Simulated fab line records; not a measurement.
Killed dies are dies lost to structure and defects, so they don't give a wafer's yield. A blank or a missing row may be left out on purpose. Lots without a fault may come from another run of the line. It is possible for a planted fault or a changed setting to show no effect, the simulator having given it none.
Comparing a struck lot with a sound one :: flow sky130 :: 31 steps out of a route of 708
Sound: wafers L866.3, L866.4, L866.6. The struck wafers were L879.3, L879.4, L879.6. The cause comes at the end.
Order at every step that has rows: each side's tool, ch and its chambers, its first start. Under that, the readings that differ: sound wafers :: struck wafers :: difference of the means :: sigmas: that difference in standard deviations of wafers without a fault.
alike: same words and numbers on both sides, and readings whose means sit less than 2 such deviations apart. not compared: any withheld reading, any reading some wafer has no value for, any bound like >300 that may hide the same value, and any number with overlapping values for which the record gives no deviation.
The two part at a step that has a row with sigmas, a row that says differs or no value, or rows on one side only. When numbers do not overlap yet have no deviation, they are printed without sigmas and do not part them. A reading missing from all wafers of one side parts the sides only when that side holds two or more wafers.

first, 1 step without rows for these wafers: SKY_NWELL_IMPLANT_13.
SKY_NWELL_STRIP_14: strips in O2/N2.
  sound on plasma_asher-03 ch 0,1, day 5 23:31; struck on plasma_asher-01 ch 0,1, day 9 06:40
  alike: drypump_motor_current_A, oes_product_au, strip_time_to_endpoint_s
  not compared: rf_hours_counter_h
SKY_NWELL_TW_MEAS_15:
  sound on film_metro-03 at day 5 23:39; struck on film_metro-03 at day 9 06:45
  alike: NWELL_TW
then, 7 steps without rows for these wafers: SKY_NWELL_DEHYDRATE_16 (time 60 s); SKY_NWELL_HMDS_17 (prime time 60 s); SKY_NWELL_COAT_18 (resist thk 3000 nm); SKY_NWELL_SOFTBAKE_19; SKY_NWELL_EXPOSE_20 (exposes mask NWM COMPLEMENT, target cd 840 nm); SKY_NWELL_PEB_21; SKY_NWELL_DEVELOP_22 (develop time 60 s).
SKY_NWELL_OVL_MEAS_23:
  sound on overlay-02 at day 6 18:55; struck on overlay-01 at day 10 04:58
  alike: NWELL_01_OVL
after that, 1 step had no rows for these wafers: SKY_NWELL_IMPLANT_24.
SKY_NWELL_STRIP_25: strips in O2/N2.
  sound on plasma_asher-01 ch 0,1, day 6 19:07; struck on plasma_asher-01 ch 0,1, day 10 05:10
reading: oes_product_au (a.u.)
sound: 0.724 0.724 0.719
struck: 0.922 0.923 0.931
difference: +0.203
sigmas: +50

reading: strip_time_to_endpoint_s (s)
sound: 36.77 36.73 36.73
struck: - - -
difference: no value on the struck wafers
sigmas: 

reading: model.coat_of_NWELL_COAT_18.thk_nm (nm)
sound: 0 0 0
struck: 1717 1723 1726
difference: +1722
sigmas: 
  alike: drypump_motor_current_A
  not compared: rf_hours_counter_h
SKY_NWELL_TW_MEAS_26:
  sound on film_metro-03 at day 6 19:12; struck on film_metro-03 at day 10 05:15
  alike: NWELL_2_TW
then, 1 step without rows for these wafers: SKY_NWELL_CLEAN_27 (cleans in SC1/SC2, time 150 s).
SKY_NWELL_RTA_28: time 30 s.
  sound on rtp_anneal-01 ch 0, day 6 19:20; struck on rtp_anneal-02 ch 0, day 10 05:23
  alike: lamp_power_pct, ramp_up_c_per_s, wafer_temp_C_max
SKY_NWELL_RS_MEAS_29: measurement is done with a four-point probe.
  sound on film_metro-02 at day 6 19:26; struck on film_metro-01 at day 10 05:29
  alike: NWELL_RS
SKY_NWELL_RS_MEAS_31: measurement is done with a four-point probe.
  sound on film_metro-02 at day 6 19:40; struck on film_metro-01 at day 10 05:43
  alike: PWDE_RS
then, 7 steps without rows for these wafers: SKY_VT_ADJUST_HVTP_DEHYDRATE_00 (time 60 s); SKY_VT_ADJUST_HVTP_HMDS_01 (prime time 60 s); SKY_VT_ADJUST_HVTP_COAT_02 (resist thk 1140 nm); SKY_VT_ADJUST_HVTP_SOFTBAKE_03 (time 60 s); SKY_VT_ADJUST_HVTP_EXPOSE_04 (exposes mask HVTPM, target cd 380 nm); SKY_VT_ADJUST_HVTP_PEB_05; SKY_VT_ADJUST_HVTP_DEVELOP_06 (develop time 60 s).
SKY_VT_ADJUST_HVTP_CD_MEAS_07: target cd 380 nm.
  sound on cd_sem-02 at day 7 13:58; struck on cd_sem-02 at day 11 05:10
  alike: cd_nm
SKY_VT_ADJUST_HVTP_OVL_MEAS_08:
  sound on overlay-02 at day 7 14:03; struck on overlay-02 at day 11 05:15
  alike: VT_ADJUST_HVTP_OVL
after that, 1 step had no rows for these wafers: SKY_VT_ADJUST_HVTP_IMPLANT_09.
SKY_VT_ADJUST_HVTP_STRIP_10: strips in O2/N2.
  sound on plasma_asher-02 ch 0,1, day 7 14:16; struck on plasma_asher-04 ch 0,1, day 11 05:28
reading: oes_product_au (a.u.)
sound: 0.703 0.719 0.717
struck: 0.722 0.731 0.727
difference: +0.014
sigmas: +3

reading: strip_time_to_endpoint_s (s)
sound: 14.19 14.17 14.18
struck: 39.82 39.90 39.91
difference: +25.70
sigmas: +99 or more
  alike: drypump_motor_current_A
  not compared: rf_hours_counter_h
SKY_VT_ADJUST_HVTP_TW_MEAS_11:
  sound on film_metro-04 at day 7 14:20; struck on film_metro-01 at day 11 05:32
reading: VT_ADJUST_HVTP_TW
sound: 1364 1366 1354
struck: 30 30 30
difference: -1331
sigmas: -78
then, 1 step without rows for these wafers: SKY_VT_ADJUST_LVTN_DEHYDRATE_00 (time 60 s).

WHERE THEY PART
First at SKY_NWELL_STRIP_25; last, within this record, at SKY_VT_ADJUST_HVTP_TW_MEAS_11.

WHY: what the simulator had put in
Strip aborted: plasma_asher-01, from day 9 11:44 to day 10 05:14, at SKY_NWELL_STRIP_25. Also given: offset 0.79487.
